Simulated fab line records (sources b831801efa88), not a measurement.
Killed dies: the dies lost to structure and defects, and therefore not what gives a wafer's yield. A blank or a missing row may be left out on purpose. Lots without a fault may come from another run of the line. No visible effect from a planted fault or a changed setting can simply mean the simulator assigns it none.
fab line records ; flow sky130
[record] lots = 6; wafers = 18; last_day = 50
route steps=708 shown METAL1@446 VIA1@458
lots that met no fault: taken from a fault-free run of the same line
start_h: hours from the record's opening day to when the first of the lot's shown wafers began ; wait_h: how many hours have passed since the lot's step before this one ; " unchanged from the row above ; L1.1+2: a single row standing in for several wafers ; - no value, or no start given ; * or withheld: withheld ; < > ~ a bound
route shown NAME@n: NAME is a module with steps in the file, n the number in the route of the first one ; usual: average and standard deviation across the fault-free wafers ; same: alike in all rows ; chamber/n: place in a boat ; sites: each site's reading ; _std_site: how widely they spread, as a standard deviation ; _edge_site: mean of outer sites minus mean of inner sites ; radius_mm: how far each site lies from the wafer's centre ; mask NAME#n: copy n ; behind: the last tool/chamber to shape the wafer ; hold: cause of the lot's hold/its duration in hours/its outcome ; device: names the non-switching transistor (n, p or np) ; end of line: the route-end tests of the same wafers ; a step with no rows: only its recipe ; killed: dies lost to structure and defects at the first sort, not the wafer's yield ; map: per-die view of a wafer (x killed, . not killed, _ where there is no die)
set.NAME: the run value of the setting; set.NAME@STEP: its run value at that earlier step ; model.NAME: the simulator's own value behind a step, which no gauge read
lots at selected steps of the route; one table per step, one row per wafer
services: when a tool's chamber went out of use (start_h, in hours from the record's first day, below 0 if earlier), for how many hours, and the reason
[[steps]]
[step SKY_METAL1_EXPOSE_12]
[recipe] mask_id = MM1; na = 0.8; source_shape = annular; sigma_inner = 0.55; sigma_outer = 0.85; target_cd_nm = 140; dose_mj = 28
[step SKY_METAL1_PEB_13]
[recipe] peb_temp_c = withheld; peb_time_s = withheld; resist = KrF-thick
[step SKY_METAL1_DEVELOP_14]
[recipe] develop_time_s = 60; resist = KrF-thick; dev_temp_c = 21
[step SKY_METAL1_CD_MEAS_15]
[recipe] target_cd_nm = 140
[usual] cd_nm = 140.3/1.2
lot.wafer;tool;chamber;start_h;wait_h;cd_nm
L392.3;cd_sem-01;-;785.72;-;142.1
L392.5;cd_sem-01;-;785.72;-;142.0
L392.6;cd_sem-01;-;785.72;-;140.9
L396.3;cd_sem-02;-;806.52;-;139.5
L396.4;cd_sem-02;-;806.52;-;140.1
L396.5;cd_sem-02;-;806.52;-;137.7
L397.1;cd_sem-02;-;812.98;-;139.5
L397.2;cd_sem-02;-;812.98;-;140.7
L397.5;cd_sem-02;-;812.98;-;141.3
L408.1;cd_sem-02;-;884.59;-;143.3
L408.2;cd_sem-02;-;884.59;-;142.7
L408.5;cd_sem-02;-;884.59;-;142.7
L412.2;cd_sem-01;-;929.26;-;140.8
L412.3;cd_sem-01;-;929.26;-;139.5
L412.5;cd_sem-01;-;929.26;-;140.4
L413.1;cd_sem-02;-;933.93;-;141.5
L413.3;cd_sem-02;-;933.93;-;141.5
L413.4;cd_sem-02;-;933.93;-;141.1
[step SKY_METAL1_OVL_MEAS_16]
[usual] METAL1_OVL = -1/5.4
lot.wafer;tool;chamber;start_h;wait_h;METAL1_OVL[nm]
L392.3;overlay-01;-;785.81;0.1;6
L392.5;overlay-01;-;785.81;0.1;4
L392.6;overlay-01;-;785.81;0.1;4
L396.3;overlay-02;-;806.61;0.1;3
L396.4;overlay-02;-;806.61;0.1;6
L396.5;overlay-02;-;806.61;0.1;2
L397.1;overlay-01;-;813.10;0.1;0
L397.2;overlay-01;-;813.10;0.1;-4
L397.5;overlay-01;-;813.10;0.1;2
L408.1;overlay-01;-;884.71;0.1;-8
L408.2;overlay-01;-;884.71;0.1;-11
L408.5;overlay-01;-;884.71;0.1;-16
L412.2;overlay-01;-;929.36;0.1;-1
L412.3;overlay-01;-;929.36;0.1;6
L412.5;overlay-01;-;929.36;0.1;3
L413.1;overlay-02;-;934.05;0.1;0
L413.3;overlay-02;-;934.05;0.1;-7
L413.4;overlay-02;-;934.05;0.1;-1
[step SKY_METAL1_DESCUM_17]
[recipe] chemistry = O2; source_power_w = 150; bias_power_w = 0; pressure_mtorr = 10; temp_c = 40; time_s = 8
[usual] drypump_motor_current_A = 5.62/0.18; oes_product_au = 1.000/0.0066
lot.wafer;tool;chamber;start_h;wait_h;drypump_motor_current_A;oes_product_au;rf_hours_counter_h
L392.3;rie_metal-04;0;785.85;0.0;5.64;1.008;-
L392.5;rie_metal-04;1;785.85;0.0;5.51;1.013;-
L392.6;rie_metal-04;0;785.85;0.0;5.64;1.019;-
L396.3;rie_metal-01;0;806.65;0.0;5.19;0.985;-
L396.4;rie_metal-01;1;806.65;0.0;5.78;0.978;-
L396.5;rie_metal-01;0;806.65;0.0;5.20;0.993;-
L397.1;rie_metal-02;0;813.14;0.0;5.77;0.998;13
L397.2;rie_metal-02;1;813.14;0.0;5.62;1.000;4
L397.5;rie_metal-02;1;813.14;0.0;5.63;0.995;-
L408.1;rie_metal-02;1;884.74;0.0;5.66;1.004;7
L408.2;rie_metal-02;0;884.74;0.0;5.77;1.010;16
L408.5;rie_metal-02;0;884.74;0.0;5.77;0.999;-
L412.2;rie_metal-04;0;929.40;0.0;5.61;0.999;-
L412.3;rie_metal-04;0;929.40;0.0;5.63;1.002;-
L412.5;rie_metal-04;0;929.40;0.0;5.62;1.000;-
L413.1;rie_metal-02;1;934.09;0.0;5.63;0.997;9
L413.3;rie_metal-02;0;934.09;0.0;5.79;1.014;-
L413.4;rie_metal-02;1;934.09;0.0;5.63;1.008;-
[step SKY_METAL1_ETCH_18]
[recipe] chemistry = N2/H2; target = BARC; ion_energy_ev = 200; bias_w = 100; pressure_mtorr = 30; n2_flow_sccm = 100; h2_flow_sccm = 200; icp_w = 500; stop_on = SiO2; time_s = 45.9; target_depth_a = 600
[usual] drypump_motor_current_A = 5.62/0.17; oes_product_au = 0.854/0.0046; throttle_valve_pct = 13.223/0.0099
lot.wafer;tool;chamber;start_h;wait_h;drypump_motor_current_A;oes_product_au;rf_hours_counter_h;throttle_valve_pct
L392.3;rie_metal-04;0;785.89;0.0;5.63;0.855;-;13.212
L392.5;rie_metal-04;1;785.89;0.0;5.49;0.862;-;13.228
L392.6;rie_metal-04;0;785.89;0.0;5.64;0.865;-;13.218
L396.3;rie_metal-01;0;806.69;0.0;5.22;0.860;-;13.229
L396.4;rie_metal-01;1;806.69;0.0;5.77;0.859;-;13.230
L396.5;rie_metal-01;0;806.69;0.0;5.22;0.859;-;13.222
L397.1;rie_metal-02;0;813.17;0.0;5.79;0.857;13;13.209
L397.2;rie_metal-02;1;813.17;0.0;5.66;0.853;4;13.232
L397.5;rie_metal-02;1;813.17;0.0;5.63;0.857;-;13.214
L408.1;rie_metal-02;1;884.77;0.0;5.66;0.847;7;13.223
L408.2;rie_metal-02;0;884.77;0.0;5.77;0.853;16;13.217
L408.5;rie_metal-02;0;884.77;0.0;5.80;0.854;-;13.217
L412.2;rie_metal-04;0;929.48;0.1;5.65;0.855;-;13.214
L412.3;rie_metal-04;0;929.48;0.1;5.64;0.856;-;13.225
L412.5;rie_metal-04;0;929.48;0.1;5.65;0.853;-;13.206
L413.1;rie_metal-02;1;934.12;0.0;5.64;0.854;9;13.231
L413.3;rie_metal-02;0;934.12;0.0;5.76;0.850;-;13.204
L413.4;rie_metal-02;1;934.12;0.0;5.63;0.861;-;13.237
[step SKY_METAL1_METAL_ETCH_19]
[recipe] target_depth_a = 3600; stop_on = SiO2; over_etch_frac = 0.3; time_s = 78; chemistry = Cl2/BCl3; resist_sidewall_deg = 88; pressure_mtorr = 10; icp_w = 900; bias_w = 48.5; Cl2_flow_sccm = 60; bcl3_flow_sccm = 30
[usual] drypump_motor_current_A = 5.62/0.18; oes_product_au = 0.853/0.0059; throttle_valve_pct = 22.266/0.0088
lot.wafer;tool;chamber;start_h;wait_h;drypump_motor_current_A;oes_product_au;rf_hours_counter_h;throttle_valve_pct
L392.3;rie_metal-04;0;785.96;0.1;5.63;0.841;-;22.266
L392.5;rie_metal-04;1;785.96;0.1;5.50;0.844;-;22.274
L392.6;rie_metal-04;0;785.96;0.1;5.65;0.843;-;22.249
L396.3;rie_metal-01;0;806.76;0.1;5.19;0.851;-;22.278
L396.4;rie_metal-01;1;806.76;0.1;5.77;0.865;-;22.267
L396.5;rie_metal-01;0;806.76;0.1;5.18;0.860;-;22.269
L397.1;rie_metal-02;0;813.23;0.0;5.77;0.844;13;22.265
L397.2;rie_metal-02;1;813.23;0.0;5.66;0.850;4;22.262
L397.5;rie_metal-02;1;813.23;0.0;5.65;0.856;-;22.270
L408.1;rie_metal-02;1;884.84;0.0;5.65;0.854;7;22.264
L408.2;rie_metal-02;0;884.84;0.0;5.77;0.855;16;22.260
L408.5;rie_metal-02;0;884.84;0.0;5.76;0.860;-;22.263
L412.2;rie_metal-04;0;929.61;0.1;5.63;0.842;-;22.278
L412.3;rie_metal-04;0;929.61;0.1;5.63;0.848;-;22.264
L412.5;rie_metal-04;0;929.61;0.1;5.63;0.854;-;22.250
L413.1;rie_metal-02;1;934.18;0.0;5.61;0.860;9;22.264
L413.3;rie_metal-02;0;934.18;0.0;5.77;0.854;-;22.267
L413.4;rie_metal-02;1;934.18;0.0;5.63;0.847;-;22.258
[step SKY_METAL1_STRIP_20]
[recipe] chemistry = O2/N2; power_w = 1400; pressure_mtorr = 1500; platen_temp_c = withheld; o2_flow_sccm = 3000; n2_flow_sccm = 300; overash_fraction = 0.5
[usual] drypump_motor_current_A = 5.7/0.39; oes_product_au = 0.342/0.0051; strip_time_to_endpoint_s = 2.689/0.028
lot.wafer;tool;chamber;start_h;wait_h;drypump_motor_current_A;oes_product_au;rf_hours_counter_h;strip_time_to_endpoint_s
L392.3;plasma_asher-02;0;786.06;0.1;5.3;0.340;-;2.752
L392.5;plasma_asher-02;1;786.06;0.1;6.1;0.347;-;2.737
L392.6;plasma_asher-02;0;786.06;0.1;5.3;0.350;-;2.764
L396.3;plasma_asher-03;1;806.86;0.1;5.1;0.341;-;2.730
L396.4;plasma_asher-03;0;806.86;0.1;6.2;0.340;-;2.682
L396.5;plasma_asher-03;0;806.86;0.1;6.2;0.342;-;2.730
L397.1;plasma_asher-01;0;813.32;0.1;5.7;0.341;7;2.724
L397.2;plasma_asher-01;1;813.32;0.1;5.9;0.352;7;2.717
L397.5;plasma_asher-01;0;813.32;0.1;5.7;0.347;-;2.714
L408.1;plasma_asher-02;0;884.93;0.1;5.3;0.348;74;2.704
L408.2;plasma_asher-02;1;884.93;0.1;6.1;0.333;74;2.698
L408.5;plasma_asher-02;0;884.93;0.1;5.3;0.345;-;2.661
L412.2;plasma_asher-02;1;929.76;0.1;6.1;0.346;78;2.653
L412.3;plasma_asher-02;1;929.76;0.1;6.1;0.343;-;2.688
L412.5;plasma_asher-02;1;929.76;0.1;6.1;0.347;-;2.707
L413.1;plasma_asher-02;1;934.27;0.1;6.1;0.335;78;2.699
L413.3;plasma_asher-02;1;934.27;0.1;6.1;0.335;-;2.675
L413.4;plasma_asher-02;0;934.27;0.1;5.3;0.336;-;2.681
[step SKY_METAL1_STRIP_21]
[recipe] chemistry = post_etch_residue_remover; time_s = 1200; temp_c = 72.5
[step SKY_METAL1_CLEAN_22]
[recipe] chemistry = IPA; time_s = 180; temp_c = 25
[step SKY_METAL1_CLEAN_23]
[recipe] chemistry = O3/DIW; dry = n2_spin
[step SKY_VIA1_HDPCVD_00]
[recipe] material = SiO2; target_thk_nm = 1030; sigma_open_frac = 0.3; time_s = 171.7; temp_c = 400; sih4_flow_sccm = 60; pressure_mtorr = 6
[usual] run_length_s = 199.5/0.47
lot.wafer;tool;chamber;start_h;wait_h;run_length_s;model.SiO2_of_VIA1_HDPCVD_00.thk_nm
L392.3;hdpcvd-02;1;786.61;0.0;199.6;1046
L392.5;hdpcvd-02;2;786.61;0.0;199.3;1055
L392.6;hdpcvd-02;0;786.61;0.0;198.9;1041
L396.3;hdpcvd-01;0;807.42;0.0;180.2;918.3
L396.4;hdpcvd-01;2;807.42;0.0;181.5;931.5
L396.5;hdpcvd-01;1;807.42;0.0;181.5;912.9
L397.1;hdpcvd-01;2;813.91;0.0;200.4;1051
L397.2;hdpcvd-01;1;813.91;0.0;199.6;1035
L397.5;hdpcvd-01;2;813.91;0.0;181.6;926.5
L408.1;hdpcvd-02;2;885.52;0.0;199.4;1022
L408.2;hdpcvd-02;0;885.52;0.0;199.6;1019
L408.5;hdpcvd-02;2;885.52;0.0;199.5;1037
L412.2;hdpcvd-02;0;930.35;0.0;199.1;1047
L412.3;hdpcvd-02;1;930.35;0.0;200.2;1039
L412.5;hdpcvd-02;2;930.35;0.0;199.0;1040
L413.1;hdpcvd-01;2;935.29;0.0;200.9;1031
L413.3;hdpcvd-01;0;935.29;0.0;199.6;1024
L413.4;hdpcvd-01;0;935.29;0.0;199.0;1019
[step SKY_VIA1_THK_MEAS_01]
[recipe] reads = SiO2_of_VIA1_HDPCVD_00
[usual] VIA1_HDPCVD_THK = 1034/11
lot.wafer;tool;chamber;start_h;wait_h;VIA1_HDPCVD_THK[nm]
L392.3;film_metro-01;-;786.75;0.1;1045
L392.5;film_metro-01;-;786.75;0.1;1055
L392.6;film_metro-01;-;786.75;0.1;1042
L396.3;film_metro-01;-;807.55;0.1;918
L396.4;film_metro-01;-;807.55;0.1;931
L396.5;film_metro-01;-;807.55;0.1;913
L397.1;film_metro-04;-;814.03;0.1;1051
L397.2;film_metro-04;-;814.03;0.1;1036
L397.5;film_metro-04;-;814.03;0.1;926
L408.1;film_metro-04;-;885.69;0.1;1023
L408.2;film_metro-04;-;885.69;0.1;1019
L408.5;film_metro-04;-;885.69;0.1;1037
L412.2;film_metro-03;-;930.48;0.1;1048
L412.3;film_metro-03;-;930.48;0.1;1040
L412.5;film_metro-03;-;930.48;0.1;1040
L413.1;film_metro-01;-;935.40;0.1;1031
L413.3;film_metro-01;-;935.40;0.1;1024
L413.4;film_metro-01;-;935.40;0.1;1019
[step SKY_VIA1_CMP_02]
[recipe] material = SiO2; down_force_psi = 4; platen_rpm = 60; pad_velocity_m_s = 0.94248
[usual] motor_current_A = 12.2/0.89
lot.wafer;tool;chamber;start_h;wait_h;motor_current_A
L392.3;cmp-02;1;786.94;0.2;12.1
L392.5;cmp-02;2;786.94;0.2;13.4
L392.6;cmp-02;3;786.94;0.2;11.9
L396.3;cmp-01;0;807.59;0.0;12.1
L396.4;cmp-01;2;807.59;0.0;11.1
L396.5;cmp-01;0;807.59;0.0;11.4
L397.1;cmp-02;0;814.19;0.1;11.6
L397.2;cmp-02;1;814.19;0.1;12.5
L397.5;cmp-02;2;814.19;0.1;13.7
L408.1;cmp-01;3;885.75;0.1;12.1
L408.2;cmp-01;0;885.75;0.1;12.5
L408.5;cmp-01;3;885.75;0.1;11.8
L412.3;cmp-02;3;930.53;0.0;12.4
L412.2;cmp-02;1;930.53;0.0;11.8
L412.5;cmp-02;0;930.53;0.0;11.5
L413.3;cmp-01;0;935.51;0.1;11.4
L413.1;cmp-01;1;935.51;0.1;13.3
L413.4;cmp-01;2;935.51;0.1;10.6
[[services]]
tool;chamber;start_h;hours;kind
cmp-02;-;779.36;0.4;repair
cmp-01;-;780.13;12.3;pm
hdpcvd-01;0;789.09;5.3;repair
cmp-02;-;815.39;3.4;repair
rie_metal-01;-;824.38;2.8;pm
rie_metal-04;0;830.44;20.5;repair
cmp-02;-;830.64;2.1;repair
cmp-01;-;835.15;3.0;repair
rie_metal-01;0;841.92;1.0;repair
cmp-02;-;852.74;4.4;repair
hdpcvd-02;1;864.52;26.8;repair
rie_metal-04;1;886.57;9.0;repair
cmp-02;-;912.04;4.0;pm
cmp-02;-;916.04;-;consumable_replace:conditioner
cmp-02;-;916.04;-;consumable_replace:pad
rie_metal-04;1;919.21;-;clean
rie_metal-04;1;919.21;14.0;scheduled_down
rie_metal-04;1;919.21;14.0;vent_cycle
cmp-01;-;922.99;6.4;pm
[[key]]
[first_sign] step = SKY_VIA1_HDPCVD_00; reading = run_length_s; direction = down; sigmas = 39; usual = *; struck = *
[effect] step = SKY_VIA1_THK_MEAS_01; reading = VIA1_HDPCVD_THK; direction = down; sigmas = 11; usual = 1034; struck = 922
[model_effect] step = SKY_VIA1_HDPCVD_00; value = SiO2_of_VIA1_HDPCVD_00.thk_nm; without = 1034; struck = 922.3
met_at SKY_VIA1_HDPCVD_00
struck_wafers L396.3,L396.4,L396.5,L397.5
[fault] kind = process_parameter_drift; tool = hdpcvd-01; chamber = -; onset_h = 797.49; steps = SKY_VIA1_HDPCVD_00; channel = time_s; offset = *; shape = step; end_h = 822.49; scope = struck_wafers_only; acts_in = *; stated = *
